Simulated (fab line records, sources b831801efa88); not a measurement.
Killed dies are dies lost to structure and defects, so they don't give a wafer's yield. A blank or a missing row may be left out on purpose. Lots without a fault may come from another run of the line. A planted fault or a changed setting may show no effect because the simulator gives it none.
fab line records | flow sky130
record lots=6 wafers=18 last_day=49
route steps=708 shown VIA2@516 METAL3@532 CAPM@537 PAD_OPEN@708
lots that met no fault: from a run of the same line without faults
start_h: hours from the record's first day to the start of the lot's first wafer shown | wait_h: hours since the lot's step before | " the same as in the row above | L1.1+2: a row that stands for several wafers | - no value, or no start given | * or withheld: withheld | < > ~ a bound
route shown NAME@n: a module of which the file shows steps, and the number in the route of the first | usual: mean/standard deviation of fault-free wafers | same: alike in all rows | chamber/n: place in a boat | sites: the reading at each site | _std_site: their standard deviation | _edge_site: outer sites' mean less inner sites' | radius_mm: how far each site lies from the wafer's centre | mask NAME#n: copy n | behind: the tool/chamber that last shaped the wafer | hold: why the lot was held/for how many hours/how that ended | device: the transistor (n, p or np) that didn't switch | end of line: the same wafers' tests at the end of the route | a step without rows: its recipe alone | killed: dies lost to structure and defects at the first sort, not the wafer's yield | map: a wafer's dies, x killed, . not, _ none there
set.NAME: the setting as run; set.NAME@STEP: as run at that earlier step | model.NAME: the simulator's own value behind a step, which no gauge read
lots at some steps of the route; a table a step, a row a wafer
services: from which hour (start_h, from the record's first day; less than 0 if before it) a tool's chamber was out of use, for how many hours, and why
## steps
# step SKY_VIA2_EXPOSE_09
# recipe mask_id=VIM2 na=0.8 source_shape=annular sigma_inner=0.55 sigma_outer=0.85 target_cd_nm=200 dose_mj=38
# step SKY_VIA2_PEB_10
# recipe peb_temp_c=withheld peb_time_s=withheld resist=KrF-thick
# step SKY_VIA2_DEVELOP_11
# recipe develop_time_s=60 resist=KrF-thick dev_temp_c=21
# step SKY_VIA2_CD_MEAS_12
# recipe target_cd_nm=200
# usual cd_nm=200.0/1.3
# columns lot.wafer tool chamber start_h wait_h cd_nm
L296.1 cd_sem-02 - 850.33 - 201.1
L296.4 " - " " 201.7
L296.5 " - " " 201.8
L302.1 cd_sem-01 - 923.58 - 200.9
L302.3 " - " " 201.0
L302.5 " - " " 199.9
L303.1 cd_sem-02 - 926.63 - 199.9
L303.3 " - " " 198.6
L303.6 " - " " 199.1
L305.3 cd_sem-02 - 932.32 - 199.5
L305.4 " - " " 198.1
L305.5 " - " " 198.4
L307.3 cd_sem-01 - 941.17 - 199.4
L307.4 " - " " 200.1
L307.5 " - " " 199.8
L315.1 cd_sem-01 - 991.53 - 200.3
L315.4 " - " " 200.2
L315.5 " - " " 200.9
# step SKY_VIA2_OVL_MEAS_13
# usual VIA2_OVL=-4/6
# columns lot.wafer tool chamber start_h wait_h VIA2_OVL[nm]
L296.1 overlay-01 - 850.45 0.1 -10
L296.4 " - " " -3
L296.5 " - " " -8
L302.1 overlay-01 - 923.70 0.1 -2
L302.3 " - " " -4
L302.5 " - " " -5
L303.1 overlay-01 - 926.75 0.1 0
L303.3 " - " " 3
L303.6 " - " " 3
L305.3 overlay-01 - 932.41 0.1 -14
L305.4 " - " " 2
L305.5 " - " " -6
L307.3 overlay-01 - 941.26 0.1 -12
L307.4 " - " " -2
L307.5 " - " " -2
L315.1 overlay-01 - 991.65 0.1 1
L315.4 " - " " -1
L315.5 " - " " 5
# step SKY_VIA2_ETCH_14
# recipe chemistry=N2/H2 target=BARC ion_energy_ev=200 source_w=500 bias_w=100 pressure_mtorr=30 n2_flow_sccm=100 h2_flow_sccm=200 stop_on=SiO2 time_s=45.9 target_depth_a=600
# step SKY_VIA2_ETCH_15
# recipe target=SiO2 chemistry=C4F8/O2/Ar target_depth_nm=546 stop_on=TiN mask_material=KrF-thick source_w=1500 bias_w=1200 pressure_mtorr=40 c4f8_flow_sccm=withheld O2_flow_sccm=6 Ar_flow_sccm=300 time_s=84
# usual oes_product_au=0.940/0.0047
# columns lot.wafer tool chamber start_h wait_h oes_product_au rf_hours_counter_h
L296.1 rie_diel-01 2 850.53 0.0 0.941 12
L296.4 " 0 " " 0.942 3
L296.5 " 2 " " 0.936 -
L302.1 rie_diel-03 3 923.78 0.0 0.936 18
L302.3 " 1 " " 0.940 16
L302.5 " 1 " " 0.942 -
L303.1 rie_diel-01 0 926.83 0.0 0.945 5
L303.3 " 3 " " 0.945 6
L303.6 " 2 " " 0.941 -
L305.3 rie_diel-01 2 932.48 0.0 0.945 15
L305.4 " 1 " " 0.938 4
L305.5 " 3 " " 0.945 -
L307.3 rie_diel-01 1 941.33 0.0 0.943 5
L307.4 " 2 " " 0.930 -
L307.5 " 1 " " 0.937 -
L315.1 rie_diel-03 2 991.73 0.0 0.940 16
L315.4 " 1 " " 0.935 18
L315.5 " 1 " " 0.939 -
# step SKY_VIA2_STRIP_16
# recipe chemistry=O2/N2 power_w=1400 pressure_mtorr=1500 platen_temp_c=withheld o2_flow_sccm=3000 n2_flow_sccm=300 overash_fraction=0.5
# usual drypump_motor_current_A=5.6/0.6 oes_product_au=0.397/0.0049 strip_time_to_endpoint_s=4.03/0.037
# columns lot.wafer tool chamber start_h wait_h drypump_motor_current_A oes_product_au rf_hours_counter_h strip_time_to_endpoint_s
L296.1 plasma_asher-04 1 850.60 0.0 4.7 0.399 8 4.07
L296.4 " 1 " " 4.7 0.395 - 3.98
L296.5 " 1 " " 4.7 0.401 - 4.06
L302.1 plasma_asher-04 0 923.84 0.0 6.7 0.397 15 4.05
L302.3 " 0 " " 6.7 0.393 - 4.04
L302.5 " 1 " " 4.7 0.410 - 4.06
L303.1 plasma_asher-04 1 926.90 0.0 4.7 0.400 15 4.01
L303.3 " 0 " " 6.7 0.399 - 4.06
L303.6 " 1 " " 4.7 0.398 - 4.08
L305.3 plasma_asher-03 1 932.58 0.1 5.4 0.391 - 4.01
L305.4 " 0 " " 5.8 0.405 - 4.05
L305.5 " 1 " " 5.5 0.401 - 4.01
L307.3 plasma_asher-02 1 941.43 0.1 5.9 0.392 - 4.08
L307.4 " 0 " " 5.1 0.399 - 4.08
L307.5 " 0 " " 5.1 0.407 - 4.06
L315.1 plasma_asher-04 0 991.79 0.0 6.7 0.397 21 4.06
L315.4 " 1 " " 4.7 0.396 - 4.06
L315.5 " 1 " " 4.7 0.398 - 4.05
# step SKY_VIA2_STRIP_17
# recipe chemistry=post_etch_residue_remover time_s=1200 temp_c=72.5
# step SKY_VIA2_CLEAN_18
# recipe chemistry=IPA time_s=180 temp_c=25
# step SKY_VIA2_CLEAN_19
# recipe chemistry=O3/DIW dry=n2_spin
# step SKY_VIA2_SPUTTER_20
# recipe material=TiN target_thk_nm=20 chamber_pressure_pa=5 power_w=4000 time_s=80
# step SKY_VIA2_CVD_21
# recipe material=W target_thk_nm=420 time_s=126.4 temp_c=400 pressure_torr=40
# usual heater_power_w=851/56
# columns lot.wafer tool chamber start_h wait_h heater_power_w
L296.1 cvd_w-02 0 851.25 0.0 812
L296.4 " 0 " " 813
L296.5 " 1 " " 864
L302.1 cvd_w-01 0 924.50 0.0 951
L302.3 " 1 " " 786
L302.5 " 0 " " 929
L303.1 cvd_w-02 1 927.55 0.0 856
L303.3 " 0 " " 801
L303.6 " 0 " " 794
L305.3 cvd_w-02 1 933.24 0.1 851
L305.4 " 0 " " 789
L305.5 " 0 " " 792
L307.3 cvd_w-02 0 942.09 0.1 789
L307.4 " 1 " " 848
L307.5 " 1 " " 856
L315.1 cvd_w-01 0 992.49 0.0 919
L315.4 " 0 " " 920
L315.5 " 0 " " 936
# step SKY_VIA2_RS_MEAS_22
# recipe thk_meas_gauge=four-point-probe reads=W_of_VIA2_CVD_21+TiN_of_VIA2_SPUTTER_20
# usual VIA2_W_RS=0.271/0.0042
# columns lot.wafer tool chamber start_h wait_h VIA2_W_RS[ohm/sq]
L296.1 film_metro-02 - 851.38 0.1 0.269
L296.4 " - " " 0.269
L296.5 " - " " 0.269
L302.1 film_metro-01 - 924.63 0.1 0.269
L302.3 " - " " 0.275
L302.5 " - " " 0.269
L303.1 film_metro-01 - 927.68 0.1 0.269
L303.3 " - " " 0.264
L303.6 " - " " 0.264
L305.3 film_metro-03 - 933.37 0.1 0.269
L305.4 " - " " 0.266
L305.5 " - " " 0.265
L307.3 film_metro-02 - 942.22 0.1 0.263
L307.4 " - " " 0.272
L307.5 " - " " 0.268
L315.1 film_metro-03 - 992.75 0.2 0.267
L315.4 " - " " 0.268
L315.5 " - " " 0.268
# step SKY_VIA2_THK_MEAS_23
# recipe thk_meas_gauge=xrf reads=W_of_VIA2_CVD_21
# usual VIA2_W_THK=426/7.5
# columns lot.wafer tool chamber start_h wait_h VIA2_W_THK[nm]
L296.1 film_metro-02 - 851.50 0.1 433
L296.4 " - " " 428
L296.5 " - " " 429
L302.1 film_metro-01 - 924.75 0.1 426
L302.3 " - " " 414
L302.5 " - " " 424
L303.1 film_metro-01 - 927.80 0.1 426
L303.3 " - " " 434
L303.6 " - " " 437
L305.3 film_metro-03 - 933.47 0.1 427
L305.4 " - " " 436
L305.5 " - " " 436
L307.3 film_metro-02 - 942.32 0.1 445
L307.4 " - " " 430
L307.5 " - " " 436
L315.1 film_metro-03 - 992.87 0.1 436
L315.4 " - " " 433
L315.5 " - " " 433
# step SKY_VIA2_CMP_24
# recipe stop_on=SiO2 t_overpolish_s=20 down_force_psi=3.5 platen_rpm=60 target_thk_nm=0 pad_velocity_m_s=0.94248
# step SKY_METAL3_SPUTTER_00
# recipe material=Ti target_thk_nm=15 power_w=3000 time_s=10 chamber_pressure_pa=0.4
# usual cathode_dc_power_W=3000.0/0.57 throttle_valve_pct=30.1/1.4
# columns lot.wafer tool chamber start_h wait_h cathode_dc_power_W throttle_valve_pct
L296.1 pvd_sputter-01 - 851.86 0.1 3000.9 29.4
L296.4 " - " " 3000.9 32.3
L296.5 " - " " 3000.2 32.0
L302.1 pvd_sputter-03 - 925.11 0.2 2999.9 30.4
L302.3 " - " " 2999.7 31.6
L302.5 " - " " 2999.9 31.4
L303.1 pvd_sputter-03 - 928.16 0.2 2999.7 27.9
L303.3 " - " " 3000.4 30.6
L303.6 " - " " 2999.6 31.7
L305.3 pvd_sputter-02 - 933.81 0.2 2999.1 30.3
L305.4 " - " " 3000.9 31.7
L305.5 " - " " 3000.6 31.6
L307.3 pvd_sputter-01 - 942.66 0.1 2999.2 32.0
L307.4 " - " " 3000.0 29.6
L307.5 " - " " 3000.2 32.5
L315.1 pvd_sputter-01 - 993.23 0.2 3000.3 32.4
L315.4 " - " " 2999.0 29.6
L315.5 " - " " 3000.1 32.3
# step SKY_METAL3_SPUTTER_01
# recipe material=TiN target_thk_nm=20 power_w=6500 time_s=16.7 chamber_pressure_pa=0.4
# usual cathode_dc_power_W=6499.8/1.2 throttle_valve_pct=30.1/1.5
# columns lot.wafer tool chamber start_h wait_h cathode_dc_power_W throttle_valve_pct
L296.1 pvd_sputter-01 - 851.88 0.0 6502.1 29.5
L296.4 " - " " 6499.6 32.3
L296.5 " - " " 6498.8 32.0
L302.1 pvd_sputter-03 - 925.13 0.0 6499.4 30.5
L302.3 " - " " 6500.2 31.8
L302.5 " - " " 6501.3 31.2
L303.1 pvd_sputter-03 - 928.19 0.0 6500.3 28.3
L303.3 " - " " 6501.1 30.7
L303.6 " - " " 6501.3 31.6
L305.3 pvd_sputter-02 - 933.83 0.0 6500.1 30.5
L305.4 " - " " 6501.0 31.5
L305.5 " - " " 6498.6 31.5
L307.3 pvd_sputter-01 - 942.68 0.0 6499.7 32.4
L307.4 " - " " 6501.0 29.6
L307.5 " - " " 6499.1 32.6
L315.1 pvd_sputter-01 - 993.25 0.0 6498.3 32.3
L315.4 " - " " 6501.3 29.2
L315.5 " - " " 6499.4 31.7
# step SKY_METAL3_SPUTTER_02
# recipe material=AlCu target_thk_nm=735 power_w=10600 time_s=39.1 chamber_pressure_pa=0.4
# step SKY_METAL3_SPUTTER_03
# recipe material=Ti target_thk_nm=5 power_w=3000 time_s=3.3 chamber_pressure_pa=0.4
# step SKY_METAL3_SPUTTER_04
# recipe material=TiN target_thk_nm=70 power_w=6500 time_s=58.3 chamber_pressure_pa=0.4
# step SKY_CAPM_CVD_00
# recipe material=SiO2 target_thk_nm=15.5 temp_c=400 time_s=withheld rf_w=450
# usual heater_power_w=772/160
# columns lot.wafer tool chamber start_h wait_h heater_power_w
L296.1 pecvd-03 1 852.01 0.0 918
L296.4 " 2 " " 743
L296.5 " 1 " " 959
L302.1 pecvd-04 0 925.27 0.0 556
L302.3 " 2 " " 607
L302.5 " 1 " " 842
L303.1 pecvd-03 1 928.32 0.0 989
L303.3 " 2 " " 771
L303.6 " 2 " " 740
L305.3 pecvd-02 0 933.96 0.0 937
L305.4 " 1 " " 838
L305.5 " 2 " " 927
L307.3 pecvd-03 2 942.81 0.0 599
L307.4 " 1 " " 1005
L307.5 " 2 " " 608
L315.1 pecvd-03 2 993.38 0.0 658
L315.4 " 1 " " 1035
L315.5 " 2 " " 661
# step SKY_CAPM_THK_MEAS_01
# recipe reads=SiO2_of_CAPM_CVD_00
# usual CAPM_CVD_00_THK=15.56/0.29
# columns lot.wafer tool chamber start_h wait_h CAPM_CVD_00_THK[nm]
L296.1 film_metro-02 - 852.03 - 15.54
L296.4 " - " " 15.24
L296.5 " - " " 15.60
L302.1 film_metro-03 - 925.29 - 15.49
L302.3 " - " " 15.75
L302.5 " - " " 15.82
L303.1 film_metro-04 - 928.34 - 15.72
L303.3 " - " " 15.44
L303.6 " - " " 15.88
L305.3 film_metro-02 - 934.00 - 15.69
L305.4 " - " " 15.70
L305.5 " - " " 15.94
L307.3 film_metro-03 - 942.85 - 15.32
L307.4 " - " " 15.63
L307.5 " - " " 15.53
L315.1 film_metro-02 - 993.40 - 15.52
L315.4 " - " " 15.74
L315.5 " - " " 15.56
# step SKY_CAPM_SPUTTER_02
# recipe material=TiN target_thk_nm=200 temp_c=300 power_w=6500 time_s=164.1 chamber_pressure_pa=0.4
# step SKY_CAPM_RS_MEAS_03
# recipe thk_meas_gauge=four-point-probe reads=TiN_of_CAPM_SPUTTER_02
# usual CAPM_TIN_RS=7.04/0.1
# columns lot.wafer tool chamber start_h wait_h CAPM_TIN_RS[ohm/sq]
L296.1 film_metro-03 - 852.20 0.1 7.17
L296.4 " - " " 7.19
L296.5 " - " " 6.99
L302.1 film_metro-03 - 925.46 0.1 7.22
L302.3 " - " " 7.06
L302.5 " - " " 7.19
L303.1 film_metro-03 - 928.51 0.1 7.10
L303.3 " - " " 7.12
L303.6 " - " " 7.19
L305.3 film_metro-03 - 934.19 0.1 7.07
L305.4 " - " " 7.16
L305.5 " - " " 7.11
L307.3 film_metro-04 - 943.04 0.1 7.04
L307.4 " - " " 7.08
L307.5 " - " " 7.12
L315.1 film_metro-03 - 993.57 0.1 6.96
L315.4 " - " " 6.93
L315.5 " - " " 7.06
# step SKY_CAPM_THK_MEAS_04
# recipe thk_meas_gauge=xrf reads=TiN_of_CAPM_SPUTTER_02
# usual CAPM_TIN_THK=194.4/3
# columns lot.wafer tool chamber start_h wait_h CAPM_TIN_THK[nm]
L296.1 film_metro-03 - 852.32 0.1 190.8
L296.4 " - " " 190.0
L296.5 " - " " 195.4
L302.1 film_metro-03 - 925.58 0.1 189.0
L302.3 " - " " 193.6
L302.5 " - " " 190.0
L303.1 film_metro-03 - 928.63 0.1 192.2
L303.3 " - " " 191.4
L303.6 " - " " 189.5
L305.3 film_metro-03 - 934.29 0.1 194.1
L305.4 " - " " 190.6
L305.5 " - " " 192.6
L307.3 film_metro-04 - 943.14 0.1 195.4
L307.4 " - " " 194.6
L307.5 " - " " 193.0
L315.1 film_metro-03 - 993.69 0.1 196.3
L315.4 " - " " 196.5
L315.5 " - " " 193.4
# step SKY_CAPM_DEHYDRATE_05
# recipe temp_c=200 time_s=60
# step SKY_CAPM_HMDS_06
# recipe prime_time_s=60 prime_temp_c=120
# step SKY_CAPM_COAT_07
# recipe resist=NOVOLAK spin_rpm=3000 resist_thk_nm=1140
# step SKY_CAPM_SOFTBAKE_08
# recipe temp_c=90 time_s=60 resist=NOVOLAK
# step SKY_CAPM_EXPOSE_09
# recipe mask_id=CAPM na=0.6 source_shape=conventional sigma_outer=0.6 polarization=unpolarized target_cd_nm=1000 dose_mj=159
# step SKY_CAPM_PEB_10
# recipe temp_c=withheld time_s=* resist=NOVOLAK
# step SKY_CAPM_DEVELOP_11
# recipe resist=NOVOLAK developer=TMAH develop_time_s=60 dev_temp_c=23
# step SKY_CAPM_OVL_MEAS_12
# usual CAPM_OVL=-0.2/1.2
# columns lot.wafer tool chamber start_h wait_h CAPM_OVL[nm]
L296.1 overlay-01 - 878.28 0.1 0.0
L296.4 " - " " 1.5
L296.5 " - " " 1.4
L302.1 overlay-01 - 949.49 0.1 0.2
L302.3 " - " " 2.3
L302.5 " - " " 0.6
L303.1 overlay-02 - 951.99 0.1 0.8
L303.3 " - " " 0.0
L303.6 " - " " -0.1
L305.3 overlay-02 - 957.95 0.1 0.0
L305.4 " - " " 1.8
L305.5 " - " " 1.4
L307.3 overlay-02 - 966.70 0.1 -2.2
L307.4 " - " " -1.5
L307.5 " - " " 0.3
L315.1 overlay-01 - 1016.44 0.1 -0.9
L315.4 " - " " 0.2
L315.5 " - " " 1.9
# step SKY_CAPM_METAL_ETCH_13
# recipe target_depth_nm=220 stop_on=SiO2 chemistry=Cl2/BCl3 target=TiN pressure_mtorr=10 icp_w=900 bias_w=48.5 Cl2_flow_sccm=60 bcl3_flow_sccm=30 time_s=62.9
# step SKY_CAPM_STRIP_14
# recipe chemistry=O2/N2 power_w=1400 pressure_mtorr=1500 platen_temp_c=withheld o2_flow_sccm=3000 n2_flow_sccm=300 overash_fraction=0.5
# step SKY_CAPM_STRIP_15
# recipe chemistry=post_etch_residue_remover time_s=1200 temp_c=72.5
# step SKY_CAPM_CLEAN_16
# recipe chemistry=IPA time_s=180 temp_c=25
# step SKY_CAPM_CLEAN_17
# recipe chemistry=O3/DIW dry=n2_spin
# step SKY_METAL3_DEHYDRATE_05
# recipe temp_c=200 time_s=60
# step SKY_METAL3_HMDS_06
# recipe prime_time_s=60 prime_temp_c=120
# step SKY_METAL3_COAT_07
# recipe resist=BARC temp_c=withheld time_s=withheld spin_rpm=3000 resist_thk_nm=60
# step SKY_PAD_OPEN_PROBE_99
# usual defect_limited_yield=82.5/1.8 killed_at_M0_to_M3=44/6.6 killed_at_M4_up=2.9/1.8 killed_at_contacts=24/4.8 killed_at_front_end=15/4.5 killed_at_other=0.3/0.64 killed_dies=86/8.7 killed_on_rim=17/3.8 killed_open=47/6.5 killed_short=39/5.8 sort_bin_3_pad_short=0.9/0.4 sort_bin_5_function=10.3/1.4 sort_bin_6_memory=6.2/1.1 sort_n_pass=406/8.7 sort_yield_pct=82.5/1.8
# same gross_dies=492 killed_at_back_side=0 sort_bin_4_leakage[%]=0 sort_bin_8_speed[%]=0
# columns lot.wafer tool chamber start_h wait_h defect_limited_yield[%] killed_at_M0_to_M3 killed_at_M4_up killed_at_contacts killed_at_front_end killed_at_other killed_dies killed_on_rim killed_open killed_short sort_bin_3_pad_short[%] sort_bin_5_function[%] sort_bin_6_memory[%] sort_n_pass sort_yield_pct[%] model.etest.tester.sort_n_pass model.etest.tester.sort_yield_pct model.etest.tester.sort_bin_5_pct model.etest.tester.sort_bin_3_pct
L296.1 prober-01 - 1078.10 0.1 80.9 48 5 26 15 0 94 14 50 44 0.8 11.0 7.3 398 80.9 398 80.89 10.98 0.813
L296.4 prober-01 - 1078.25 0.2 80.1 55 0 31 11 1 98 25 50 48 1.0 11.6 7.3 394 80.1 394 80.08 11.59 1.016
L296.5 prober-01 - 1078.30 0.2 81.1 39 2 27 25 0 93 15 49 44 0.8 10.8 7.3 399 81.1 399 81.1 10.77 0.813
L302.1 prober-02 - 1134.82 0.1 87.0 24 3 24 13 0 64 18 40 24 0.4 7.5 5.1 428 87.0 428 86.99 7.52 0.4065
L302.3 prober-02 - 1134.92 0.2 87.4 31 1 21 9 0 62 11 38 24 0.6 8.7 3.3 430 87.4 430 87.4 8.74 0.6098
L302.5 prober-02 - 1135.02 0.2 86.6 43 1 13 9 0 66 8 39 27 0.6 8.9 3.9 426 86.6 426 86.59 8.943 0.6098
L303.1 prober-01 - 1139.22 0.1 84.6 42 0 21 12 1 76 11 43 33 0.4 8.5 6.5 416 84.6 416 84.55 8.537 0.4065
L303.3 prober-01 - 1139.32 0.2 82.1 43 2 21 21 1 88 15 38 50 1.2 11.8 4.9 404 82.1 404 82.11 11.79 1.22
L303.6 prober-01 - 1139.47 0.2 79.9 49 7 31 12 0 99 10 49 50 0.2 12.6 7.3 393 79.9 393 79.88 12.6 0.2033
L305.3 prober-02 - 1143.16 0.2 68.1 107 6 22 22 0 157 28 52 43 4.1 19.9 7.9 335 68.1 335 68.09 19.92 4.065
L305.4 prober-02 - 1143.21 0.2 80.7 54 3 18 19 1 95 15 55 40 1.2 11.8 6.3 397 80.7 397 80.69 11.79 1.22
L305.5 prober-02 - 1143.26 0.2 81.3 47 1 31 13 0 92 14 51 41 0.8 9.8 8.1 400 81.3 400 81.3 9.756 0.813
L307.3 prober-02 - 1149.18 0.2 83.1 44 0 19 20 0 83 22 47 35 0.2 9.1 7.5 409 83.1 409 83.13 9.146 0.2033
L307.4 prober-02 - 1149.23 0.2 73.6 100 1 19 10 0 130 27 50 22 4.7 16.7 5.1 362 73.6 362 73.58 16.67 4.675
L307.5 prober-02 - 1149.28 0.2 71.3 99 1 28 13 0 141 26 48 27 4.9 15.9 7.9 351 71.3 351 71.34 15.85 4.878
L315.1 prober-02 - 1185.26 0.1 84.8 37 5 22 10 1 75 19 50 24 0.4 8.3 6.5 417 84.8 417 84.76 8.333 0.4065
L315.4 prober-02 - 1185.41 0.2 83.9 36 3 25 15 0 79 14 39 39 1.2 9.8 5.1 413 83.9 413 83.94 9.756 1.22
L315.5 prober-02 - 1185.46 0.2 81.9 46 3 17 21 2 89 21 45 43 0.6 10.8 6.7 403 81.9 403 81.91 10.77 0.6098
# killed by level:class
L296.1 VIA1:geometric_particle:short=10 CONTACT:geometric_particle:open=8 VIA1:geometric_particle:open=7 LI_CONTACT:geometric_particle:open=7 METAL2:geometric_particle:short=7 VIA2:geometric_particle:open=7 VIA3:geometric_particle:open=6 FIELD_ISO:geometric_particle:open=5
L296.4 VIA1:geometric_particle:open=12 CONTACT:geometric_particle:open=11 METAL1:geometric_particle:short=10 VIA2:geometric_particle:open=9 LOCAL_INTERCONNECT:geometric_particle:short=7 CONTACT:geometric_particle:short=7 METAL2:geometric_particle:short=7 VIA3:geometric_particle:open=5
L296.5 VIA1:geometric_particle:open=11 LI_CONTACT:geometric_particle:open=10 FIELD_ISO:geometric_particle:short=7 METAL1:geometric_particle:short=7 FIELD_ISO:geometric_particle:open=6 LOCAL_INTERCONNECT:geometric_particle:short=6 VIA2:geometric_particle:open=6 VIA3:geometric_particle:open=6
L302.1 VIA1:geometric_particle:open=11 LI_CONTACT:geometric_particle:open=10 FIELD_ISO:geometric_particle:open=5 CONTACT:geometric_particle:open=5 CONTACT:geometric_particle:short=4 FIELD_ISO:geometric_particle:short=3 POLY_GATE:geometric_particle:short=3 LOCAL_INTERCONNECT:geometric_particle:short=3
L302.3 CONTACT:geometric_particle:open=10 VIA1:geometric_particle:open=8 VIA3:geometric_particle:open=6 VIA1:geometric_particle:short=4 LOCAL_INTERCONNECT:geometric_particle:short=4 METAL2:geometric_particle:short=4 POLY_CUT:geometric_particle:open=3 LI_CONTACT:geometric_particle:open=3
L302.5 VIA1:geometric_particle:open=14 CONTACT:geometric_particle:open=8 POLY_GATE:geometric_particle:short=5 VIA2:geometric_particle:open=5 METAL2:geometric_particle:open=4 METAL2:geometric_particle:short=4 VIA3:geometric_particle:open=4 FIELD_ISO:geometric_particle:short=3
L303.1 VIA1:geometric_particle:open=10 CONTACT:geometric_particle:open=8 VIA2:geometric_particle:open=7 LI_CONTACT:geometric_particle:open=6 METAL1:geometric_particle:short=5 POLY_GATE:geometric_particle:open=4 CONTACT:geometric_particle:short=4 VIA1:geometric_particle:short=4
L303.3 VIA1:geometric_particle:open=13 CONTACT:geometric_particle:open=8 POLY_GATE:geometric_particle:short=6 FIELD_ISO:geometric_particle:short=5 VIA1:geometric_particle:short=5 METAL2:geometric_particle:short=5 VIA3:geometric_particle:short=5 LI_CONTACT:geometric_particle:open=4
L303.6 CONTACT:geometric_particle:open=11 VIA1:geometric_particle:open=11 LI_CONTACT:geometric_particle:open=8 METAL1:geometric_particle:short=7 METAL4:geometric_particle:short=7 VIA1:geometric_particle:short=6 VIA2:geometric_particle:short=6 CONTACT:geometric_particle:short=5
L305.3 VIA2:unspecified=62 CONTACT:geometric_particle:open=10 VIA3:geometric_particle:open=9 FIELD_ISO:geometric_particle:open=7 FIELD_ISO:geometric_particle:short=7 VIA1:geometric_particle:open=6 VIA2:geometric_particle:open=6 VIA1:geometric_particle:short=5
L305.4 VIA1:geometric_particle:open=23 CONTACT:geometric_particle:open=10 FIELD_ISO:geometric_particle:short=7 VIA3:geometric_particle:open=6 FIELD_ISO:geometric_particle:open=5 VIA1:geometric_particle:short=5 POLY_GATE:geometric_particle:short=4 METAL1:geometric_particle:short=4
L305.5 VIA1:geometric_particle:open=15 CONTACT:geometric_particle:open=9 LI_CONTACT:geometric_particle:open=8 CONTACT:geometric_particle:short=7 VIA1:geometric_particle:short=6 METAL1:geometric_particle:short=6 VIA3:geometric_particle:open=6 POLY_GATE:geometric_particle:short=5
L307.3 VIA1:geometric_particle:open=8 VIA1:geometric_particle:short=7 VIA2:geometric_particle:open=7 LI_CONTACT:geometric_particle:open=6 CONTACT:geometric_particle:open=6 METAL1:geometric_particle:short=6 VIA3:geometric_particle:open=5 POLY_GATE:geometric_particle:open=4
L307.4 VIA2:unspecified=57 VIA1:geometric_particle:open=17 LI_CONTACT:geometric_particle:open=9 CONTACT:geometric_particle:open=6 VIA3:geometric_particle:open=6 METAL1:geometric_particle:short=5 VIA2:geometric_particle:open=4 METAL1:geometric_particle:open=3
L307.5 VIA2:unspecified=65 LI_CONTACT:geometric_particle:open=8 CONTACT:geometric_particle:open=8 VIA1:geometric_particle:open=7 VIA3:geometric_particle:open=7 POLY_GATE:geometric_particle:open=4 LOCAL_INTERCONNECT:geometric_particle:short=4 VIA2:geometric_particle:open=4
L315.1 LI_CONTACT:geometric_particle:open=9 CONTACT:geometric_particle:open=9 METAL2:geometric_particle:short=8 VIA3:geometric_particle:open=5 VIA1:geometric_particle:open=5 FIELD_ISO:geometric_particle:open=4 VIA1:geometric_particle:short=4 VIA2:geometric_particle:open=4
L315.4 LI_CONTACT:geometric_particle:open=7 CONTACT:geometric_particle:open=7 VIA1:geometric_particle:open=7 POLY_GATE:geometric_particle:open=6 LOCAL_INTERCONNECT:geometric_particle:short=6 VIA1:geometric_particle:short=6 VIA2:geometric_particle:short=4 VIA2:geometric_particle:open=4
L315.5 METAL2:geometric_particle:short=10 VIA1:geometric_particle:open=10 LI_CONTACT:geometric_particle:open=7 VIA3:geometric_particle:open=7 FIELD_ISO:geometric_particle:short=6 FIELD_ISO:geometric_particle:open=6 METAL1:geometric_particle:short=6 POLY_GATE:geometric_particle:open=4
# map L305.3 (x killed, . not)
__________.x...x.x.._________
________.....x.xx....x_______
______.x..x....xx.x....._____
_____...x...xxx..........____
____..x..x.x..x...x..x...x___
___....x...x...x...........__
__x.x.x....x...x.....xx....._
_..x...........x....x...x....
_......xx...x...x......xx...x
_...x.x..xx.x.....x.......x..
_........x...xx.x............
_xx.......x...x..x....xxx..x.
_...x...............xxxxxx...
_x..x.....xx.x...x.xxxxxxxx..
_....x...x..x.x...xxxxxxxxx..
__.x......x...x.xxxxxxxxxxx._
___x.....x....x..xxxxxxxxxx__
____.x..........xxxxxxxxxx___
_____..x..x.x...x.xxxxxxx____
______.x.x.........x.xxx_____
________.x.........xx._______
__________........x._________
# map L307.5 (x killed, . not)
__________.........x_________
________..x..........._______
______xx................_____
_____..x..x....xx.......x____
____...x.x.......x........___
___...x.....x.x......xx..x.__
__.x..x.......x......x..xx.._
_.....x......x...........x...
_...........xx.x....x.x..x...
_.....x.......x..........x.x.
_...x...xx.......x..........x
_.....xx..x....x....xx.x.xx..
_xx.....x.x....x...xxx.x..x..
_x....x....x.....xxxxxxxxxx.x
_....x.....x....xxxxxxxxxx...
__.x...........xx.xxxxxxxxxx_
___..............xxxxxxxxxx__
____....xxx..xx.xxxxxxxxxx___
_____........xx....xxxxxx____
______..............xxxx_____
________.x....x....x.._______
__________.......x.._________
## services
# columns tool chamber start_h hours kind
plasma_asher-04 - 828.36 8.5 repair
pecvd-02 1 828.56 15.6 repair
rie_diel-03 3 830.99 4.3 repair
rie_diel-03 0 833.33 12.1 repair
cvd_w-01 - 835.79 6.0 pm
cvd_w-02 - 842.05 6.0 pm
pecvd-04 - 852.76 0.8 repair
pecvd-04 - 861.21 0.9 repair
plasma_asher-04 - 861.87 2.8 pm
pvd_sputter-02 - 862.84 1.4 repair
pecvd-03 1 871.23 3.5 repair
pvd_sputter-03 - 885.09 1.0 repair
pvd_sputter-02 - 889.98 21.4 repair
rie_diel-01 2 902.19 1.2 repair
cvd_w-02 - 904.00 14.0 pm
pecvd-03 2 905.79 7.6 repair
pvd_sputter-01 - 910.54 0.6 repair
rie_diel-01 3 914.63 6.6 repair
pvd_sputter-03 - 917.18 5.9 repair
cvd_w-02 - 918.00 6.9 pm
pvd_sputter-02 - 919.67 4.8 repair
rie_diel-01 0 937.19 11.0 repair
pvd_sputter-03 - 950.78 5.2 repair
cvd_w-01 1 985.76 8.8 repair
## key
first_sign step=SKY_PAD_OPEN_PROBE_99 reading=sort_bin_3_pad_short direction=up sigmas=9.2 usual=0.9 struck=4.5
effect step=SKY_PAD_OPEN_PROBE_99 reading=killed_at_M0_to_M3 direction=up sigmas=8.8 usual=44 struck=102
model_effect step=SKY_PAD_OPEN_PROBE_99 value=etest.tester.sort_n_pass without=403 struck=349.3
met_at SKY_VIA2_CVD_21
struck_wafers L305.3,L307.4,L307.5
onset_between 927.55 933.24
fault kind=chamber_particle_source tool=cvd_w-02 chamber=1 onset_h=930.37 steps=SKY_VIA2_CVD_21 rate_per_visit_cm2=2.054 end_h=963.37
